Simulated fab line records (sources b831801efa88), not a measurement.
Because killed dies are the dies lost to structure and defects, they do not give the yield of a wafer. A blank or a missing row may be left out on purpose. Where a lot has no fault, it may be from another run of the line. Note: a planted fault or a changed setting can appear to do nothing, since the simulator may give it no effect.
fab line records	flow sfq-line
record: lots: 6	wafers: 18	last-day: 91
route steps=325 shown R5@216 I5@228 C5@240 M6@251
lots that met no fault: taken from a fault-free run of the same line
start-h: hours from the record's opening day to when the first of the lot's shown wafers began	wait-h: hours from the lot's prior step to this one	" as in the row above	L1.1+2: one row covering several wafers at once	- either no value or no given start	* or withheld: withheld	< > ~ a bound
route shown NAME@n: a module of which the file shows steps, and the number in the route of the first	usual: mean and standard deviation over wafers with no fault	same: alike in all rows	chamber/n: place in a boat	sites: each site's reading	_std_site: standard deviation of those values	_edge_site: inner sites' mean taken away from outer sites' mean	radius-mm: how far each site lies from the wafer's centre	mask NAME#n: copy n	behind: the tool/chamber that last shaped the wafer	hold: cause of the lot's hold/its duration in hours/its outcome	device: the transistor (n, p or np) that didn't switch	end of line: the route-end tests of the same wafers	step lacking rows: just its recipe	killed: not the wafer's yield, but the dies lost to structure and defects at the first sort	map: per-die view of a wafer (x killed, . not killed, _ where there is no die)
set.NAME: the setting as run; set.NAME@STEP: as run at that earlier step	model.NAME: the simulator's own value behind a step, which no gauge read
certain route steps with their lots: each step a table, each wafer a row
services: the hour from which a tool's chamber was out of use, counted from the record's first day as start-h (under 0 if before that day), plus the number of hours and why
== steps ==
step: SFQ_R5_THK_MEAS_934
recipe: thk-meas-gauge: xrf	reads: MoNx_of_TRILAYER_R5_DEP_SPUTTER_133
usual: R5_MONX_THK: 39.8/0.49
lot.wafer	tool	chamber	start-h	wait-h	R5_MONX_THK[nm]
L634.2	film-metro-01	-	1365.56	0.1	40.0
L634.3	"	-	"	"	40.3
L634.5	"	-	"	"	40.6
L636.1	film-metro-01	-	1385.95	0.1	40.7
L636.4	"	-	"	"	40.4
L636.6	"	-	"	"	40.7
L637.1	film-metro-04	-	1395.78	0.1	39.5
L637.5	"	-	"	"	39.8
L637.6	"	-	"	"	39.8
L642.3	film-metro-03	-	1432.97	0.1	39.7
L642.4	"	-	"	"	39.4
L642.6	"	-	"	"	40.0
L646.2	film-metro-01	-	1464.02	0.1	39.6
L646.3	"	-	"	"	40.6
L646.5	"	-	"	"	39.8
L647.2	film-metro-01	-	1467.62	0.1	39.5
L647.4	"	-	"	"	40.0
L647.5	"	-	"	"	39.9
step: SFQ_TRILAYER_R5_LITHO_COAT_141
recipe: resist: BARC	spin-rpm: 3000	resist-thk-nm: 62
step: SFQ_TRILAYER_R5_LITHO_COAT_136
recipe: resist: KrF	spin-rpm: 3000	resist-thk-nm: 600
step: SFQ_TRILAYER_R5_LITHO_SOFTBAKE_140
recipe: temp-c: withheld	time-s: withheld	resist: KrF
step: SFQ_TRILAYER_R5_LITHO_EXPOSE_137
recipe: mask-id: R5	na: 0.6	source-shape: conventional	sigma-outer: 0.65	target-cd-nm: 500	dose-mj: 14.4
step: SFQ_TRILAYER_R5_LITHO_PEB_139
recipe: peb-temp-c: 115	peb-time-s: 60	resist: KrF
step: SFQ_TRILAYER_R5_LITHO_DEVELOP_138
recipe: time-s: 60	resist: KrF
step: SFQ_R5_OVL_MEAS_935
usual: R5_OVL: -2/5.5
lot.wafer	tool	chamber	start-h	wait-h	R5_OVL[nm]
L634.2	overlay-01	-	1517.48	0.1	-3
L634.3	"	-	"	"	1
L634.5	"	-	"	"	3
L636.1	overlay-02	-	1531.87	0.1	-3
L636.4	"	-	"	"	-4
L636.6	"	-	"	"	0
L637.1	overlay-02	-	1539.07	0.1	-1
L637.5	"	-	"	"	4
L637.6	"	-	"	"	8
L642.3	overlay-02	-	1577.48	0.1	-3
L642.4	"	-	"	"	2
L642.6	"	-	"	"	3
L646.2	overlay-02	-	1600.28	0.1	-13
L646.3	"	-	"	"	-8
L646.5	"	-	"	"	-9
L647.2	overlay-01	-	1604.27	0.1	-1
L647.4	"	-	"	"	-4
L647.5	"	-	"	"	1
step: SFQ_TRILAYER_R5_BARC_OPEN_METAL_ETCH_177
recipe: mask-material: PR	chemistry: O2	target-depth-nm: 125	target: BARC	icp-w: 600	bias-w: 80	pressure-mtorr: 10	time-s: 41.7
step: SFQ_TRILAYER_R5_ETCH_METAL_ETCH_139
recipe: stop-on: SiO2	mask-material: PR	chemistry: Cl2	target-depth-nm: 60	icp-w: 600	bias-w: 80	pressure-mtorr: 10	time-s: 40
usual: drypump-motor-current-A: 5.4/0.48	oes-product-au: 0.991/0.0059
lot.wafer	tool	chamber	start-h	wait-h	drypump-motor-current-A	oes-product-au	rf-hours-counter-h
L634.2	rie-metal-03	0	1517.57	0.0	5.6	1.001	1
L634.3	"	1	"	"	4.9	0.991	-
L634.5	"	0	"	"	5.7	0.990	-
L636.1	rie-metal-03	0	1531.97	0.0	5.6	0.997	3
L636.4	"	0	"	"	5.6	0.997	-
L636.6	"	0	"	"	5.6	0.998	-
L637.1	rie-metal-04	1	1539.17	0.0	6.2	0.990	36
L637.5	"	0	"	"	5.0	0.999	-
L637.6	"	1	"	"	6.2	0.992	-
L642.3	rie-metal-04	1	1577.59	0.0	6.2	0.991	-
L642.4	"	0	"	"	5.1	0.994	-
L642.6	"	0	"	"	5.0	0.995	-
L646.2	rie-metal-04	0	1600.37	0.0	5.0	0.999	79
L646.3	"	1	"	"	6.1	0.979	-
L646.5	"	1	"	"	6.1	0.990	-
L647.2	rie-metal-03	1	1604.38	0.1	4.9	0.989	16
L647.4	"	0	"	"	5.6	0.995	-
L647.5	"	0	"	"	5.6	0.992	-
step: SFQ_TRILAYER_R5_STRIP_STRIP_140
recipe: gas: O2	power-w: 200	platen-temp-c: 40	overash-fraction: 0.65	chemistry: O2	pressure-mtorr: 50
step: SFQ_TRILAYER_R5_STRIP_SOLV_CLEAN_141
recipe: chemistry: NMP	temp-c: 70	time-s: 600
step: SFQ_TRILAYER_A5C_DEP_PECVD_142
recipe: material: SiO2	temp-c: 150	time-s: 15.556	pressure-torr: 2.4	rf-w: 183.3	precursor: SiH4/N2O	target-thk-nm: 70
usual: heater-power-w: 83/9.1	throttle-valve-pct: 24.7/2.1
lot.wafer	tool	chamber	start-h	wait-h	heater-power-w	throttle-valve-pct	model.SiO2_of_TRILAYER_A5C_DEP_PECVD_142.thk-nm
L634.2	pecvd-04	1	1518.40	0.0	83	24.0	61.56
L634.3	"	0	"	"	90	28.7	71.33
L634.5	"	2	"	"	88	24.1	70.38
L636.1	pecvd-02	0	1532.80	0.0	86	22.8	69.88
L636.4	"	2	"	"	94	23.0	71.38
L636.6	"	1	"	"	82	21.5	71.65
L637.1	pecvd-04	2	1540.00	0.0	98	24.6	60.91
L637.5	"	2	"	"	95	24.5	70.17
L637.6	"	0	"	"	80	28.7	62.46
L642.3	pecvd-03	1	1578.40	0.0	78	25.9	68.81
L642.4	"	1	"	"	76	25.8	69.89
L642.6	"	0	"	"	76	25.1	69.67
L646.2	pecvd-03	1	1601.20	0.0	80	25.8	70.38
L646.3	"	0	"	"	90	25.1	68.7
L646.5	"	0	"	"	89	25.4	70.38
L647.2	pecvd-04	2	1605.43	0.0	96	24.4	69.11
L647.4	"	0	"	"	93	28.6	71.3
L647.5	"	2	"	"	97	24.4	70.34
step: SFQ_TRILAYER_I5_LITHO_COAT_149
recipe: resist: BARC	spin-rpm: 3000	resist-thk-nm: 62
step: SFQ_TRILAYER_I5_LITHO_COAT_144
recipe: resist: KrF	spin-rpm: 3000	resist-thk-nm: 650
step: SFQ_TRILAYER_I5_LITHO_SOFTBAKE_148
recipe: temp-c: withheld	time-s: withheld	resist: KrF
step: SFQ_TRILAYER_I5_LITHO_EXPOSE_145
recipe: mask-id: I5	na: 0.6	source-shape: conventional	sigma-outer: 0.65	target-cd-nm: 700	dose-mj: 21.3
step: SFQ_TRILAYER_I5_LITHO_PEB_147
recipe: peb-temp-c: 115	peb-time-s: 60	resist: KrF
step: SFQ_TRILAYER_I5_LITHO_DEVELOP_146
recipe: time-s: 60	resist: KrF
step: SFQ_I5_OVL_MEAS_936
usual: I5_OVL: -1/4.9
lot.wafer	tool	chamber	start-h	wait-h	I5_OVL[nm]
L634.2	overlay-02	-	1656.08	0.1	-2
L634.3	"	-	"	"	6
L634.5	"	-	"	"	4
L636.1	overlay-02	-	1673.00	0.1	-5
L636.4	"	-	"	"	2
L636.6	"	-	"	"	1
L637.1	overlay-02	-	1681.40	0.1	-6
L637.5	"	-	"	"	-1
L637.6	"	-	"	"	-4
L642.3	overlay-02	-	1717.41	0.1	0
L642.4	"	-	"	"	-3
L642.6	"	-	"	"	-2
L646.2	overlay-02	-	1738.77	0.1	-7
L646.3	"	-	"	"	1
L646.5	"	-	"	"	-8
L647.2	overlay-02	-	1739.97	0.1	-2
L647.4	"	-	"	"	-6
L647.5	"	-	"	"	-4
step: SFQ_TRILAYER_I5_BARC_OPEN_VIA_ETCH_200
recipe: mask-material: PR	chemistry: O2	target-depth-nm: 125	target: BARC	source-w: 500	bias-w: 80	pressure-mtorr: 30	time-s: 41.7
step: SFQ_TRILAYER_I5_ETCH_VIA_ETCH_147
recipe: stop-on: Nb	mask-material: PR	chemistry: CHF3	target-depth-nm: 360	source-w: 500	bias-w: 80	pressure-mtorr: 30	time-s: withheld
usual: drypump-motor-current-A: 5.5/0.44	oes-product-au: 0.990/0.0059
lot.wafer	tool	chamber	start-h	wait-h	drypump-motor-current-A	oes-product-au
L634.2	rie-diel-03	0	1656.15	0.0	4.8	0.991
L634.3	"	1	"	"	5.6	0.983
L634.5	"	0	"	"	4.8	0.988
L636.1	rie-diel-04	3	1673.07	0.0	5.7	0.986
L636.4	"	0	"	"	5.7	0.992
L636.6	"	3	"	"	5.7	0.986
L637.1	rie-diel-03	0	1681.47	0.0	4.9	0.992
L637.5	"	3	"	"	4.9	0.987
L637.6	"	0	"	"	4.8	0.986
L642.3	rie-diel-04	0	1717.47	0.0	5.7	0.981
L642.4	"	2	"	"	5.4	0.996
L642.6	"	3	"	"	5.7	0.993
L646.2	rie-diel-01	2	1738.84	0.0	5.8	0.994
L646.3	"	1	"	"	4.9	0.992
L646.5	"	1	"	"	4.9	0.995
L647.2	rie-diel-04	1	1740.04	0.0	5.8	0.996
L647.4	"	3	"	"	5.7	0.987
L647.5	"	3	"	"	5.7	0.988
step: SFQ_TRILAYER_I5_STRIP_STRIP_148
recipe: gas: O2	power-w: 200	platen-temp-c: 40	overash-fraction: 0.65	chemistry: O2	pressure-mtorr: 50
usual: drypump-motor-current-A: 5.3/0.48	oes-product-au: 0.998/0.012	platen-temp-c: 40.00/0.11
lot.wafer	tool	chamber	start-h	wait-h	drypump-motor-current-A	oes-product-au	platen-temp-c	rf-hours-counter-h
L634.2	rie-metal-03	0	1656.50	-	5.7	0.991	39.93	-
L634.3	"	0	"	"	5.6	1.009	39.86	-
L634.5	"	0	"	"	5.7	1.001	39.88	-
L636.1	rie-metal-02	1	1673.22	-	4.8	0.984	40.08	71
L636.4	"	1	"	"	4.8	0.983	39.90	-
L636.6	"	1	"	"	4.8	0.986	39.85	-
L637.1	rie-metal-02	1	1681.62	-	4.8	0.982	39.90	73
L637.5	"	1	"	"	4.8	0.988	39.99	-
L637.6	"	1	"	"	4.8	0.972	40.00	-
L642.3	rie-metal-03	0	1717.82	-	5.6	1.004	39.97	-
L642.4	"	1	"	"	4.9	1.003	40.09	-
L642.6	"	1	"	"	4.9	0.997	40.07	-
L646.2	rie-metal-02	0	1738.99	-	5.8	1.008	39.69	7
L646.3	"	0	"	"	5.8	1.018	39.86	-
L646.5	"	1	"	"	4.8	0.992	40.11	-
L647.2	rie-metal-03	1	1740.19	-	4.9	0.989	39.92	31
L647.4	"	1	"	"	4.9	0.996	40.11	-
L647.5	"	0	"	"	5.6	0.999	39.93	-
step: SFQ_TRILAYER_I5_STRIP_SOLV_CLEAN_149
recipe: chemistry: NMP	temp-c: 70	time-s: 600
step: SFQ_TRILAYER_C5_LITHO_COAT_156
recipe: resist: BARC	spin-rpm: 3000	resist-thk-nm: 62
step: SFQ_TRILAYER_C5_LITHO_COAT_151
recipe: resist: KrF	spin-rpm: 3000	resist-thk-nm: 650
step: SFQ_TRILAYER_C5_LITHO_SOFTBAKE_155
recipe: temp-c: withheld	time-s: withheld	resist: KrF
step: SFQ_TRILAYER_C5_LITHO_EXPOSE_152
recipe: mask-id: C5	na: 0.6	source-shape: conventional	sigma-outer: 0.65	target-cd-nm: 500	dose-mj: 21.3
step: SFQ_TRILAYER_C5_LITHO_PEB_154
recipe: peb-temp-c: 115	peb-time-s: 60	resist: KrF
step: SFQ_TRILAYER_C5_LITHO_DEVELOP_153
recipe: time-s: 60	resist: KrF
step: SFQ_C5_OVL_MEAS_937
usual: C5_OVL: -2/6
lot.wafer	tool	chamber	start-h	wait-h	C5_OVL[nm]
L634.2	overlay-01	-	1756.60	0.1	-8
L634.3	"	-	"	"	-9
L634.5	"	-	"	"	-9
L636.1	overlay-02	-	1778.19	0.1	-6
L636.4	"	-	"	"	-4
L636.6	"	-	"	"	-4
L637.1	overlay-01	-	1783.19	0.1	6
L637.5	"	-	"	"	7
L637.6	"	-	"	"	6
L642.3	overlay-02	-	1809.83	0.1	-7
L642.4	"	-	"	"	-15
L642.6	"	-	"	"	-15
L646.2	overlay-01	-	1838.75	0.1	0
L646.3	"	-	"	"	-8
L646.5	"	-	"	"	-1
L647.2	overlay-01	-	1842.35	0.1	1
L647.4	"	-	"	"	-1
L647.5	"	-	"	"	-2
step: SFQ_TRILAYER_C5_BARC_OPEN_VIA_ETCH_210
recipe: mask-material: PR	chemistry: O2	target-depth-nm: 125	target: BARC	source-w: 500	bias-w: 80	pressure-mtorr: 30	time-s: 41.7
usual: drypump-motor-current-A: 5.6/0.36	oes-product-au: 0.686/0.0044
lot.wafer	tool	chamber	start-h	wait-h	drypump-motor-current-A	oes-product-au	rf-hours-counter-h
L634.2	rie-diel-04	3	1756.63	0.0	5.7	0.687	14
L634.3	"	0	"	"	5.7	0.687	17
L634.5	"	1	"	"	5.8	0.687	-
L636.1	rie-diel-04	1	1778.23	0.0	5.8	0.679	12
L636.4	"	2	"	"	5.4	0.682	5
L636.6	"	3	"	"	5.7	0.682	-
L637.1	rie-diel-04	1	1783.23	0.0	5.8	0.680	12
L637.5	"	3	"	"	5.7	0.677	-
L637.6	"	2	"	"	5.4	0.683	-
L642.3	rie-diel-03	3	1809.85	0.0	4.9	0.681	2
L642.4	"	1	"	"	5.6	0.687	2
L642.6	"	2	"	"	5.7	0.681	-
L646.2	rie-diel-03	2	1838.78	0.0	5.6	0.686	17
L646.3	"	1	"	"	5.6	0.685	3
L646.5	"	2	"	"	5.7	0.689	-
L647.2	rie-diel-02	3	1842.38	0.0	6.4	0.685	4
L647.4	"	2	"	"	5.7	0.698	1
L647.5	"	2	"	"	5.7	0.675	-
step: SFQ_TRILAYER_C5_ETCH_VIA_ETCH_154
recipe: target: SiO2	mask-material: PR	chemistry: CHF3	target-depth-nm: 84	source-w: 500	bias-w: 80	pressure-mtorr: 30	time-s: withheld	stop-on: Nb
usual: drypump-motor-current-A: 5.6/0.37	oes-product-au: 0.895/0.0078
lot.wafer	tool	chamber	start-h	wait-h	drypump-motor-current-A	oes-product-au	model.C5.feature-depth-nm	model.etch.depth-nm
L634.2	rie-diel-04	3	1756.67	0.0	5.7	0.830	61.56	61.56
L634.3	"	0	"	"	5.7	0.908	71.33	71.33
L634.5	"	1	"	"	5.8	0.894	70.38	70.38
L636.1	rie-diel-04	1	1778.27	0.0	5.8	0.895	69.88	69.88
L636.4	"	2	"	"	5.4	0.909	71.38	71.38
L636.6	"	3	"	"	5.7	0.911	71.65	71.65
L637.1	rie-diel-04	1	1783.27	0.0	5.8	0.826	60.91	60.91
L637.5	"	3	"	"	5.7	0.898	70.17	70.17
L637.6	"	2	"	"	5.4	0.839	62.46	62.46
L642.3	rie-diel-03	3	1809.89	0.0	4.9	0.880	68.81	68.81
L642.4	"	1	"	"	5.6	0.893	69.89	69.89
L642.6	"	2	"	"	5.7	0.894	69.67	69.67
L646.2	rie-diel-03	2	1838.82	0.0	5.7	0.896	70.38	70.38
L646.3	"	1	"	"	5.6	0.883	68.7	68.7
L646.5	"	2	"	"	5.6	0.897	70.38	70.38
L647.2	rie-diel-02	3	1842.42	0.0	6.4	0.889	69.11	69.11
L647.4	"	2	"	"	5.7	0.909	71.3	71.3
L647.5	"	2	"	"	5.7	0.889	70.34	70.34
step: SFQ_TRILAYER_C5_STRIP_STRIP_155
recipe: gas: O2	power-w: 200	platen-temp-c: 40	overash-fraction: 0.65	chemistry: O2	pressure-mtorr: 50
step: SFQ_TRILAYER_C5_STRIP_SOLV_CLEAN_156
recipe: chemistry: NMP	temp-c: 70	time-s: 600
step: SFQ_TRILAYER_M6_DEP_PRE_CLEAN_158
recipe: gas: Ar	time-s: 22.5	bias-v: 250
lot.wafer	tool	chamber	start-h	wait-h	model.SiO2_of_TRILAYER_A5C_DEP_PECVD_142.thk-nm
L634.2	pvd-sputter-04	-	1757.49	0.0	54.06
L634.3	"	-	"	"	63.83
L634.5	"	-	"	"	62.88
L636.1	pvd-sputter-05	-	1779.09	0.0	62.38
L636.4	"	-	"	"	63.88
L636.6	"	-	"	"	64.15
L637.1	pvd-sputter-05	-	1784.09	0.0	53.41
L637.5	"	-	"	"	62.67
L637.6	"	-	"	"	54.96
L642.3	pvd-sputter-06	-	1810.73	0.0	61.31
L642.4	"	-	"	"	62.39
L642.6	"	-	"	"	62.17
L646.2+5	pvd-sputter-05	-	1839.64	0.0	62.88
L646.3	"	-	"	"	61.2
L647.2	pvd-sputter-04	-	1843.24	0.0	61.61
L647.4	"	-	"	"	63.8
L647.5	"	-	"	"	62.84
step: SFQ_TRILAYER_M6_DEP_SPUTTER_157
recipe: material: Nb	base-pressure-pa: 1.33e-06	chamber-pressure-pa: 0.1333	substrate-temp-c: 20	target-thk-nm: 200	power-w: 2000	time-s: 133.3
usual: throttle-valve-pct: 29.4/1.2
lot.wafer	tool	chamber	start-h	wait-h	throttle-valve-pct
L634.2	pvd-sputter-04	-	1757.52	0.0	29.9
L634.3	"	-	"	"	28.7
L634.5	"	-	"	"	28.6
L636.1	pvd-sputter-05	-	1779.12	0.0	29.7
L636.4	"	-	"	"	32.5
L636.6	"	-	"	"	30.3
L637.1	pvd-sputter-05	-	1784.12	0.0	29.7
L637.5	"	-	"	"	32.7
L637.6	"	-	"	"	27.7
L642.3	pvd-sputter-06	-	1810.76	0.0	29.2
L642.4	"	-	"	"	30.0
L642.6	"	-	"	"	28.6
L646.2	pvd-sputter-05	-	1839.67	0.0	30.1
L646.3	"	-	"	"	29.6
L646.5	"	-	"	"	27.6
L647.2	pvd-sputter-04	-	1843.27	0.0	29.0
L647.4	"	-	"	"	30.3
L647.5	"	-	"	"	27.9
== services ==
tool	chamber	start-h	hours	kind
rie-diel-04	0	1514.15	5.5	repair
pvd-sputter-05	-	1525.10	1.3	repair
pvd-sputter-05	-	1528.98	5.1	repair
rie-diel-03	1	1533.17	4.0	repair
rie-diel-04	3	1539.59	3.4	repair
rie-diel-04	-	1565.13	0.4	repair
rie-diel-03	0	1566.84	15.5	repair
pvd-sputter-04	-	1583.60	22.4	repair
rie-metal-03	-	1627.91	14.6	pm
rie-diel-03	-	1661.32	1.1	repair
rie-diel-04	-	1686.42	15.6	pm
rie-metal-03	0	1705.11	4.5	repair
rie-metal-03	-	1705.53	1.1	repair
rie-metal-03	-	1712.25	2.8	pm
rie-diel-04	1	1724.79	9.3	repair
rie-diel-03	0	1734.46	4.5	repair
rie-diel-03	-	1736.80	0.6	repair
rie-diel-03	0	1749.94	4.2	repair
rie-diel-03	3	1771.00	6.4	repair
rie-diel-03	-	1774.42	0.1	repair
pvd-sputter-05	-	1800.94	2.8	repair
rie-diel-03	2	1811.37	11.2	repair
rie-diel-03	0	1815.18	7.2	repair
pvd-sputter-04	-	1833.16	7.4	repair
== key ==
first-sign: step: SFQ_TRILAYER_C5_ETCH_VIA_ETCH_154	reading: oes-product-au	direction: down	sigmas: 8.1	usual: 0.895	struck: 0.831
effect none on later readings
model-effect: step: SFQ_TRILAYER_A5C_DEP_PECVD_142	value: SiO2_of_TRILAYER_A5C_DEP_PECVD_142.thk-nm	without: 70.57	struck: 61.64
model-effect: step: SFQ_TRILAYER_C5_ETCH_VIA_ETCH_154	value: C5.feature-depth-nm	without: 70.57	struck: 61.64
model-effect: step: SFQ_TRILAYER_M6_DEP_PRE_CLEAN_158	value: SiO2_of_TRILAYER_A5C_DEP_PECVD_142.thk-nm	without: 63.07	struck: 54.14
met-at SFQ_TRILAYER_A5C_DEP_PECVD_142
struck-wafers L634.2,L637.1,L637.6
fault: kind: process-parameter-drift	tool: pecvd-04	chamber: -	onset-h: 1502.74	steps: SFQ_TRILAYER_A5C_DEP_PECVD_142	channel: time-s	offset: *	shape: step	end-h: 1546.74	scope: struck-wafers-only	acts-in: *	stated: *
